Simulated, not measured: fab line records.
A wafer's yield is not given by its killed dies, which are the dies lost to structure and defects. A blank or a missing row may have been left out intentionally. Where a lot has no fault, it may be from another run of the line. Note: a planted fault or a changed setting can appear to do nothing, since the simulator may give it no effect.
A lot that was struck, set against a sound lot | flow sfq_line | 41 out of 325 route steps
Sound: the wafers L512.1, L512.2, L512.6. Struck: wafer L518.3 (L518.2, L518.4, from the same lot, were not struck and are left out); the cause is given at the end.
Per side, at each step with rows, come the tool, then ch with its chambers, and then its first start. Under that, the readings that differ: sound wafers | struck wafers | difference of the means | sigmas: that difference in standard deviations of wafers without a fault.
alike: a reading whose means differ by less than 2 such deviations, as well as words and numbers matching on both sides. not compared: withheld readings; readings where some wafer has no value; bounds like >300 that might hide an equal value; numbers whose values overlap and for which the record gives no deviation.
Wherever a step has rows on one side only, a row that says differs or no value, or a row with sigmas, the two part there. Non-overlapping numbers with no deviation appear without sigmas and do not part them. Lack of a reading on every wafer of one side parts them only where that side has two or more wafers.

first, 2 steps without rows for these wafers: SFQ_TRILAYER_M1_DEP_PRE_CLEAN_038 (time 22.5 s); SFQ_TRILAYER_M1_DEP_SPUTTER_037 (material Nb, target thk 200 nm, time 133.3 s).
SFQ_M1_RS_MEAS_909: measurement is done with a four-point probe.
  sound on film_metro-01, day 12 21:29; struck on film_metro-01, day 14 21:31
  alike: M1_NB_RS
then, 6 steps without rows for these wafers: SFQ_TRILAYER_M1_LITHO_COAT_044 (resist thk 62 nm); SFQ_TRILAYER_M1_LITHO_COAT_039 (resist thk 600 nm); SFQ_TRILAYER_M1_LITHO_SOFTBAKE_043; SFQ_TRILAYER_M1_LITHO_EXPOSE_040 (exposes mask M1, target cd 500 nm); SFQ_TRILAYER_M1_LITHO_PEB_042 (peb time 60 s); SFQ_TRILAYER_M1_LITHO_DEVELOP_041 (time 60 s).
-- the record jumps here: 3 days lie between the struck wafers' starts before and after --
SFQ_M1_OVL_MEAS_911:
  sound on overlay-01, day 15 13:13; struck on overlay-02, day 17 13:13
  reading     | sound | struck | difference | sigmas
  M1_OVL (nm) | 9 2 3 | -8     | -13        | -2
SFQ_TRILAYER_M1_BARC_OPEN_METAL_ETCH_054: etches BARC in O2, target depth 125 nm, time 41.7 s.
  sound on rie_metal-04 ch 0,1, day 15 13:14; struck on rie_metal-04 ch 1, day 17 13:14
  alike: chamber_pressure_mTorr, drypump_motor_current_A, oes_product_au, rf_fwd_power_W, run_length_s
  not compared: rf_hours_counter_h
SFQ_TRILAYER_M1_ETCH_METAL_ETCH_042: etches Nb in Cl2/Ar, stops on SiO2, target depth 240 nm, time 120 s.
  sound on rie_metal-04 ch 0,1, day 15 13:18; struck on rie_metal-04 ch 1, day 17 13:18
  reading                                             | sound             | struck | difference | sigmas
  oes_product_au (a.u.)                               | 0.903 0.889 0.882 | 1.010  | +0.119     | +15
  run_length_s (s)                                    | 148.4 148.8 148.7 | 117.3  | -31.3      | -82
  model.KrF_of_TRILAYER_M1_LITHO_COAT_039.thk_nm (nm) | 379.1 384.4 382.8 | 418.4  | +36.3      |
  model.M1.feature_depth_nm (nm)                      | 199.9 196.6 197.8 | 177.5  | -20.6      |
  model.etch.depth_nm (nm)                            | 199.9 196.6 197.8 | 177.5  | -20.6      |
  alike: chamber_pressure_mTorr, drypump_motor_current_A
  not compared: rf_fwd_power_W, rf_hours_counter_h
then, 3 steps without rows for these wafers: SFQ_TRILAYER_M1_STRIP_STRIP_043 (strips in O2); SFQ_TRILAYER_M1_STRIP_SOLV_CLEAN_044 (cleans in NMP, time 600 s); SFQ_TRILAYER_I1_DEP_PECVD_045 (deposits SiO2 from SiH4/N2O, time 111.11 s, target thk 500 nm).
SFQ_TRILAYER_I1_CMP_CMP_046: polishes SiO2.
  sound on cmp-02 ch 0,2, day 15 16:35; struck on cmp-01 ch 3, day 17 16:22
  alike: head_pressure_psi, motor_current_A, time_to_endpoint_s
SFQ_I1_BOW_MEAS_912:
  sound on film_metro-02, day 15 19:05; struck on film_metro-03, day 17 19:23
  alike: I1_BOW
SFQ_TRILAYER_I1_METRO_MEASURE_047:
  sound on film_metro-02, day 15 19:12; struck on film_metro-03, day 17 19:41
  reading     | sound             | struck | difference | sigmas
  thk_nm (nm) | 201.5 201.3 201.4 | 198.2  | -3.2       | -2
then, 6 steps without rows for these wafers: SFQ_TRILAYER_I1_VIA_LITHO_COAT_054 (resist thk 62 nm); SFQ_TRILAYER_I1_VIA_LITHO_COAT_049 (resist thk 650 nm); SFQ_TRILAYER_I1_VIA_LITHO_SOFTBAKE_053; SFQ_TRILAYER_I1_VIA_LITHO_EXPOSE_050 (exposes mask I1, target cd 500 nm); SFQ_TRILAYER_I1_VIA_LITHO_PEB_052 (peb time 60 s); SFQ_TRILAYER_I1_VIA_LITHO_DEVELOP_051 (time 60 s).
-- the record jumps here: 5 days lie between the struck wafers' starts before and after --
SFQ_I1_OVL_MEAS_913:
  sound on overlay-01, day 20 04:56; struck on overlay-02, day 22 22:07
  alike: I1_OVL
then, 1 step without rows for these wafers: SFQ_TRILAYER_I1_VIA_BARC_OPEN_VIA_ETCH_071 (etches BARC in O2, target depth 125 nm, time 41.7 s).
SFQ_TRILAYER_I1_VIA_ETCH_VIA_ETCH_052: etches SiO2 in CHF3, stops on Nb, target depth 260 nm.
  sound on rie_diel-02 ch 1,3, day 20 05:00; struck on rie_diel-02 ch 1, day 22 22:11
  reading            | sound             | struck | difference | sigmas
  rf_fwd_power_W (W) | 501.6 498.6 498.9 | 495.6  | -4.1       | -2
  alike: chamber_pressure_mTorr, drypump_motor_current_A, oes_product_au
SFQ_TRILAYER_I1_VIA_STRIP_STRIP_053: strips in O2.
  sound on rie_metal-01 ch 0,1, day 20 05:07; struck on rie_metal-01 ch 0, day 22 22:17
  reading                        | sound             | struck | difference | sigmas
  chamber_pressure_mTorr (mTorr) | 50.00 50.05 50.03 | 49.89  | -0.14      | -3
  alike: drypump_motor_current_A, oes_product_au
  not compared: rf_hours_counter_h
then, 3 steps without rows for these wafers: SFQ_TRILAYER_I1_VIA_STRIP_SOLV_CLEAN_054 (cleans in NMP, time 600 s); SFQ_TRILAYER_M2_DEP_PRE_CLEAN_056 (time 22.5 s); SFQ_TRILAYER_M2_DEP_SPUTTER_055 (material Nb, target thk 200 nm, time 133.3 s).
SFQ_M2_RS_MEAS_914: measurement is done with a four-point probe.
  sound on film_metro-01, day 20 06:01; struck on film_metro-01, day 22 23:13
  alike: M2_NB_RS
then, 6 steps without rows for these wafers: SFQ_TRILAYER_M2_LITHO_COAT_062 (resist thk 62 nm); SFQ_TRILAYER_M2_LITHO_COAT_057 (resist thk 600 nm); SFQ_TRILAYER_M2_LITHO_SOFTBAKE_061; SFQ_TRILAYER_M2_LITHO_EXPOSE_058 (exposes mask M2, target cd 500 nm); SFQ_TRILAYER_M2_LITHO_PEB_060 (peb time 60 s); SFQ_TRILAYER_M2_LITHO_DEVELOP_059 (time 60 s).
-- the record jumps here: 3 days lie between the struck wafers' starts before and after --
SFQ_M2_OVL_MEAS_916:
  sound on overlay-01, day 23 00:40; struck on overlay-02, day 25 13:19
  alike: M2_OVL
then, 1 step without rows for these wafers: SFQ_TRILAYER_M2_BARC_OPEN_METAL_ETCH_077 (etches BARC in O2, target depth 125 nm, time 41.7 s).
-- the record jumps here: 48 days lie between the struck wafers' starts before and after --
SFQ_M8_BOW_MEAS_951:
  sound on film_metro-04, day 72 04:34; struck on film_metro-04, day 73 09:29
  reading                       | sound    | struck | difference | sigmas
  model.etest.m1.comb_log10_ohm | 12 12 12 | 0      | -12        |
  alike: M8_BOW

WHERE THEY PART
First at SFQ_M1_OVL_MEAS_911; last, within this record, at SFQ_TRILAYER_I1_VIA_STRIP_STRIP_053. Later steps at which nothing parts them and some readings are alike: SFQ_M2_RS_MEAS_914, SFQ_M2_OVL_MEAS_916, SFQ_M8_BOW_MEAS_951.

WHY: what had been put in by the simulator
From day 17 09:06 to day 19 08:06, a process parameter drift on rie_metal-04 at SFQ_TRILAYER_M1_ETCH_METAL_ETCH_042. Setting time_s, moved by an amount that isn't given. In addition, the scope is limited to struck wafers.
